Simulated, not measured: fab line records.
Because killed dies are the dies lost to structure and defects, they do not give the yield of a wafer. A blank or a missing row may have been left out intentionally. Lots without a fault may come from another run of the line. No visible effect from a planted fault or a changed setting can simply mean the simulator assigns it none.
fab line records    flow gf180mcu
[record] lots = 6  wafers = 18  last-day = 34
route steps=602 shown V2@391
lots that met no fault: taken from a fault-free run of the same line
start-h: hours from the record's opening day to when the first of the lot's shown wafers began    wait-h: hours from the lot's prior step to this one    " as in the row above    L1.1+2: a row that stands for several wafers    - no value, or no start given    * or withheld: withheld    < > ~ a bound
route shown NAME@n: NAME is a module with steps in the file, n the number in the route of the first one    usual: mean/standard deviation taken from wafers without a fault    same: alike in all rows    chamber/n: place in a boat    sites: each site's reading    _std_site: how widely they spread, as a standard deviation    _edge_site: outer sites' mean less inner sites'    radius-mm: for every site, how far away it sits from the centre of the wafer    mask NAME#n: copy n    behind: the tool/chamber that last shaped the wafer    hold: the reason the lot was held/the length of the hold in hours/how it ended    device: transistor that didn't switch, given as n, p or np    end of line: the route-end tests of the same wafers    where a step has no rows: the recipe by itself    killed: dies lost to structure and defects at the first sort, not the wafer's yield    map: dies across one wafer; x = killed, . = not, _ = none there
set.NAME: setting as actually run; set.NAME@STEP: the setting as run at that earlier step    model.NAME: the simulator's own value behind a step, which no gauge read
lots seen at some steps along the route; tables by step, rows by wafer
services: from which hour (start-h, from the record's first day; less than 0 if before it) a tool's chamber was out of use, for how many hours, and why
[[steps]]
[step GF_V2_COAT_09]
[recipe] resist = KrF  spin-rpm = withheld  resist-thk-nm = 1000
[step GF_V2_SOFTBAKE_10]
[recipe] temp-c = 130  time-s = 60  resist = KrF
[step GF_V2_EXPOSE_11]
[recipe] mask-id = Via2  target-cd-nm = 260  na = 0.68  source-shape = conventional  sigma-outer = 0.6  dose-mj = 38
[step GF_V2_PEB_12]
[recipe] peb-temp-c = 135  peb-time-s = 90  resist = KrF
[step GF_V2_DEVELOP_13]
[recipe] develop-time-s = 60  resist = KrF  dev-temp-c = 21
[step GF_V2_CD_MEAS_14]
[recipe] target-cd-nm = 260
[usual] cd-nm = 260.1/1.1
lot.wafer  tool       chamber  start-h  wait-h  cd-nm
L444.1     cd-sem-02  -        489.64   0.1     259.2
L444.3     "          -        "        "       259.8
L444.4     "          -        "        "       259.6
L445.1     cd-sem-01  -        492.61   0.1     258.3
L445.4     "          -        "        "       259.5
L445.6     "          -        "        "       258.9
L446.2     cd-sem-02  -        495.41   0.1     258.7
L446.5     "          -        "        "       257.7
L446.6     "          -        "        "       258.6
L452.2     cd-sem-02  -        553.14   0.1     261.8
L452.3     "          -        "        "       260.4
L452.6     "          -        "        "       260.3
L458.2     cd-sem-01  -        602.48   0.1     261.4
L458.3     "          -        "        "       260.2
L458.6     "          -        "        "       260.4
L464.1     cd-sem-01  -        641.89   0.1     260.7
L464.3     "          -        "        "       259.4
L464.6     "          -        "        "       259.3
[step GF_V2_OVL_MEAS_15]
[usual] V2_OVL = 1/5.6
lot.wafer  tool        chamber  start-h  wait-h  V2_OVL[nm]
L444.1     overlay-02  -        489.76   0.1     -7
L444.3     "           -        "        "       -4
L444.4     "           -        "        "       0
L445.1     overlay-02  -        492.73   0.1     2
L445.4     "           -        "        "       8
L445.6     "           -        "        "       4
L446.2     overlay-02  -        495.51   0.1     3
L446.5     "           -        "        "       1
L446.6     "           -        "        "       4
L452.2     overlay-02  -        553.25   0.1     1
L452.3     "           -        "        "       6
L452.6     "           -        "        "       4
L458.2     overlay-02  -        602.59   0.1     -4
L458.3     "           -        "        "       -7
L458.6     "           -        "        "       -11
L464.1     overlay-02  -        642.01   0.1     3
L464.3     "           -        "        "       0
L464.6     "           -        "        "       5
[step GF_V2_ETCH_16]
[recipe] chemistry = N2/H2  target-depth-a = withheld  overetch-a = withheld  time-s = withheld  target = BARC  ion-energy-ev = 200  source-w = 500  bias-w = 100  pressure-mtorr = 30  n2-flow-sccm = 100  h2-flow-sccm = 200
[usual] bias-w = 100.0/0.32  drypump-motor-current-A = 5.4/0.52  oes-product-au = 0.855/0.0051  throttle-valve-pct = 13.225/0.0086
lot.wafer  tool         chamber  start-h  wait-h  bias-w  drypump-motor-current-A  oes-product-au  throttle-valve-pct
L444.1     rie-diel-03  0        489.79   0.0     100.6   6.5                      0.863           13.213
L444.3     "            1        "        "       100.4   6.3                      0.858           13.239
L444.4     "            2        "        "       99.9    4.7                      0.859           13.212
L445.1     rie-diel-04  2        492.77   0.0     100.0   5.3                      0.848           13.230
L445.4     "            1        "        "       99.7    5.3                      0.854           13.233
L445.6     "            3        "        "       100.1   4.9                      0.863           13.221
L446.2     rie-diel-04  2        495.54   0.0     100.3   5.4                      0.851           13.231
L446.5     "            1        "        "       99.6    5.3                      0.850           13.224
L446.6     "            2        "        "       100.7   5.4                      0.850           13.227
L452.2     rie-diel-03  1        553.28   0.0     100.2   6.3                      0.863           13.222
L452.3     "            0        "        "       99.9    6.4                      0.857           13.228
L452.6     "            2        "        "       100.2   4.7                      0.860           13.235
L458.2     rie-diel-04  1        602.62   0.0     100.5   5.2                      0.852           13.216
L458.3     "            2        "        "       100.2   5.4                      0.856           13.226
L458.6     "            0        "        "       100.0   5.1                      0.848           13.221
L464.1     rie-diel-04  1        642.04   0.0     99.5    5.3                      0.853           13.234
L464.3     "            0        "        "       99.7    5.1                      0.858           13.227
L464.6     "            3        "        "       99.9    4.9                      0.854           13.231
[step GF_V2_ETCH_17]
[recipe] chemistry = C4F8/O2/Ar  mask-material = KrF  target = SiO2  stop-on = TiN  source-w = 1500  bias-w = 1200  pressure-mtorr = 40  c4f8-flow-sccm = withheld  O2_flow_sccm = 6  Ar_flow_sccm = 300  time-s = withheld  target-depth-a = 6300
[usual] bias-w = 1200/3.6  oes-product-au = 0.855/0.0047
lot.wafer  tool         chamber  start-h  wait-h  bias-w  oes-product-au
L444.1     rie-diel-03  0        -        -       1200    0.860
L444.3     "            1        "        "       1199    0.857
L444.4     "            2        "        "       1199    0.863
L445.1     rie-diel-04  2        -        -       1200    0.847
L445.4     "            1        "        "       1196    0.856
L445.6     "            3        "        "       1196    0.853
L446.2     rie-diel-04  2        -        -       1209    0.855
L446.5     "            1        "        "       1198    0.862
L446.6     "            2        "        "       1208    0.858
L452.2     rie-diel-03  1        -        -       1199    0.857
L452.3     "            0        "        "       1202    0.851
L452.6     "            2        "        "       1199    0.850
L458.2     rie-diel-04  1        -        -       1199    0.854
L458.3     "            2        "        "       1204    0.851
L458.6     "            0        "        "       1199    0.859
L464.1     rie-diel-04  1        -        -       1197    0.860
L464.3     "            0        "        "       1199    0.852
L464.6     "            3        "        "       1201    0.848
[step GF_V2_STRIP_18]
[recipe] chemistry = O2/N2  power-w = 1400  pressure-mtorr = 1500  platen-temp-c = 250  o2-flow-sccm = 3000  n2-flow-sccm = 300  overash-fraction = 0.5
[usual] drypump-motor-current-A = 5.9/0.45  heater-power-w = 331/19  oes-product-au = 0.593/0.0052
lot.wafer  tool             chamber  start-h  wait-h  drypump-motor-current-A  heater-power-w  oes-product-au  rf-hours-counter-h
L444.1     plasma-asher-02  1        489.92   -       6.6                      316             0.595           7
L444.3     "                1        "        "       6.6                      318             0.587           -
L444.4     "                0        "        "       5.8                      364             0.596           -
L445.1     plasma-asher-04  0        492.90   -       5.8                      323             0.599           40
L445.4     "                0        "        "       5.8                      333             0.590           -
L445.6     "                1        "        "       5.8                      357             0.594           -
L446.2     plasma-asher-02  0        495.67   -       5.8                      367             0.594           8
L446.5     "                0        "        "       5.8                      361             0.596           -
L446.6     "                1        "        "       6.7                      319             0.593           -
L452.2     plasma-asher-02  0        553.40   -       5.8                      359             0.589           14
L452.3     "                0        "        "       5.8                      357             0.597           -
L452.6     "                0        "        "       5.8                      364             0.595           -
L458.2     plasma-asher-04  0        602.75   -       5.8                      325             0.593           51
L458.3     "                1        "        "       5.8                      355             0.590           -
L458.6     "                0        "        "       5.8                      323             0.592           -
L464.1     plasma-asher-01  1        642.17   -       5.3                      331             0.588           100
L464.3     "                0        "        "       6.2                      309             0.588           -
L464.6     "                1        "        "       5.3                      327             0.592           -
[step GF_V2_STRIP_19]
[recipe] chemistry = post-etch-residue-remover  time-s = 1200  temp-c = 72.5
[step GF_V2_CLEAN_20]
[recipe] chemistry = DIW  dry = n2-spin
[step GF_V2_SPUTTER_21]
[recipe] material = Ti  target-thk-nm = 15  chamber-pressure-pa = 5  power-w = 2500  substrate-temp-c = 200  time-s = 80.02
[usual] cathode-dc-power-W = 2500.0/0.46  chamber-pressure-pa = 4.999/0.011  substrate-temp-c = 200.00/0.17  throttle-valve-pct = 30.2/1
lot.wafer  tool            chamber  start-h  wait-h  cathode-dc-power-W  chamber-pressure-pa  substrate-temp-c  throttle-valve-pct
L444.1     pvd-sputter-01  -        490.49   0.0     -                   -                    -                 -
L444.3     "               -        "        "       -                   -                    -                 -
L444.4     "               -        "        "       -                   -                    -                 -
L445.1     pvd-sputter-01  -        493.44   0.0     -                   -                    -                 -
L445.4     "               -        "        "       -                   -                    -                 -
L445.6     "               -        "        "       -                   -                    -                 -
L446.2     pvd-sputter-02  -        496.21   0.0     2499.2              4.990                200.00            30.8
L446.5     "               -        "        "       2499.0              4.986                200.21            30.8
L446.6     "               -        "        "       2500.3              4.993                199.73            30.5
L452.2     pvd-sputter-02  -        553.94   0.0     2500.2              5.024                200.00            30.6
L452.3     "               -        "        "       2499.2              4.985                200.04            30.8
L452.6     "               -        "        "       2500.3              5.007                200.15            29.9
L458.2     pvd-sputter-01  -        603.28   0.0     2500.0              4.990                200.17            29.3
L458.3     "               -        "        "       2499.9              4.989                199.93            28.6
L458.6     "               -        "        "       2499.6              4.994                200.11            29.4
L464.1     pvd-sputter-03  -        642.71   0.0     2499.4              4.989                200.21            32.1
L464.3     "               -        "        "       2500.4              4.985                200.36            29.8
L464.6     "               -        "        "       2500.0              4.999                200.00            31.9
[step GF_V2_SPUTTER_22]
[recipe] material = TiN  target-thk-nm = 10  chamber-pressure-pa = 5  power-w = 4000  time-s = 40
[usual] cathode-dc-power-W = 4000.0/0.71  chamber-pressure-pa = 5.000/0.011  throttle-valve-pct = 30.2/1.1
lot.wafer  tool            chamber  start-h  wait-h  cathode-dc-power-W  chamber-pressure-pa  throttle-valve-pct
L444.1     pvd-sputter-01  -        490.55   0.0     4000.4              4.983                29.2
L444.3     "               -        "        "       3999.8              5.004                29.1
L444.4     "               -        "        "       4000.8              4.995                31.5
L445.1     pvd-sputter-01  -        493.50   0.0     4000.6              5.004                29.5
L445.4     "               -        "        "       3999.5              4.990                28.9
L445.6     "               -        "        "       3999.6              5.002                29.0
L446.2     pvd-sputter-02  -        496.27   0.0     3999.5              5.010                30.9
L446.5     "               -        "        "       3999.0              5.008                30.6
L446.6     "               -        "        "       4000.7              5.001                30.4
L452.2     pvd-sputter-02  -        554.00   0.0     4000.2              5.007                30.5
L452.3     "               -        "        "       3997.8              5.019                30.7
L452.6     "               -        "        "       4000.8              5.009                29.9
L458.2     pvd-sputter-01  -        603.34   0.0     4000.9              4.989                29.3
L458.3     "               -        "        "       3997.4              5.002                29.0
L458.6     "               -        "        "       4000.3              4.984                29.3
L464.1     pvd-sputter-03  -        642.77   0.0     4001.1              4.990                32.0
L464.3     "               -        "        "       4000.4              4.987                29.7
L464.6     "               -        "        "       4000.2              5.001                31.8
[step GF_V2_CVD_23]
[recipe] material = W  target-thk-nm = 350  time-s = 104.94  temp-c = 400  pressure-torr = 40
[usual] heater-power-outer-w = 505/72  heater-power-w = 797/110  susceptor-temp-C = 399.96/0.2
lot.wafer  tool      chamber  start-h  wait-h  heater-power-outer-w  heater-power-w  susceptor-temp-C
L444.1     cvd-w-01  1        490.59   0.0     574                   895             400.32
L444.3     "         1        "        "       582                   894             399.87
L444.4     "         0        "        "       436                   729             400.17
L445.1     cvd-w-01  1        493.54   0.0     586                   894             399.81
L445.4     "         1        "        "       568                   938             399.62
L445.6     "         0        "        "       417                   730             399.97
L446.2     cvd-w-02  1        496.31   0.0     565                   886             399.70
L446.5     "         1        "        "       584                   914             400.03
L446.6     "         0        "        "       437                   653             400.17
L452.2     cvd-w-02  1        554.04   0.0     578                   894             400.11
L452.3     "         1        "        "       564                   875             399.82
L452.6     "         0        "        "       432                   659             400.11
L458.2     cvd-w-01  1        603.38   0.0     573                   898             399.69
L458.3     "         1        "        "       585                   915             399.98
L458.6     "         0        "        "       440                   738             399.61
L464.1     cvd-w-01  0        642.81   0.0     434                   724             400.00
L464.3     "         1        "        "       575                   910             400.15
L464.6     "         0        "        "       426                   731             399.96
[[services]]
tool             chamber  start-h  hours  kind
rie-diel-03      1        467.30   8.2    repair
rie-diel-04      -        480.50   0.3    repair
rie-diel-04      0        480.88   -      clean
rie-diel-04      0        480.88   22.1   scheduled-down
rie-diel-04      0        480.88   22.1   vent-cycle
rie-diel-03      3        481.44   1.6    repair
plasma-asher-04  -        486.01   5.8    pm
rie-diel-04      2        503.18   12.5   repair
pvd-sputter-02   -        520.96   1.5    repair
rie-diel-04      2        532.16   5.3    repair
rie-diel-03      0        534.23   9.4    repair
plasma-asher-01  -        568.86   2.8    pm
rie-diel-03      1        569.09   7.5    repair
pvd-sputter-02   -        569.67   5.2    repair
pvd-sputter-02   -        591.91   5.1    repair
pvd-sputter-02   -        613.32   10.3   repair
plasma-asher-02  -        625.99   1.6    repair
[[key]]
[first-sign] step = GF_V2_SPUTTER_21  reading = tool-record  direction = missing
effect none on later readings
met-at GF_V2_SPUTTER_21
struck-wafers L444.1,L444.3,L444.4,L445.1,L445.4,L445.6
later-rows-left-out L444.1,L444.3,L444.4,L445.1,L445.4,L445.6
sort-left-out L444.1,L444.3,L444.4,L445.1,L445.4,L445.6
[fault] kind = skipped-step-whole  tool = pvd-sputter-01  chamber = -  onset-h = 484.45  steps = GF_V2_SPUTTER_21  scope = struck-lots-only
// sort-left-out: the simulated sort isn't trusted on such a fault, so these wafers' sort isn't shown, and their yield isn't known
// later-rows-left-out: the simulator's readings of these wafers behind a module that went badly wrong aren't trusted and aren't shown, but for the sort
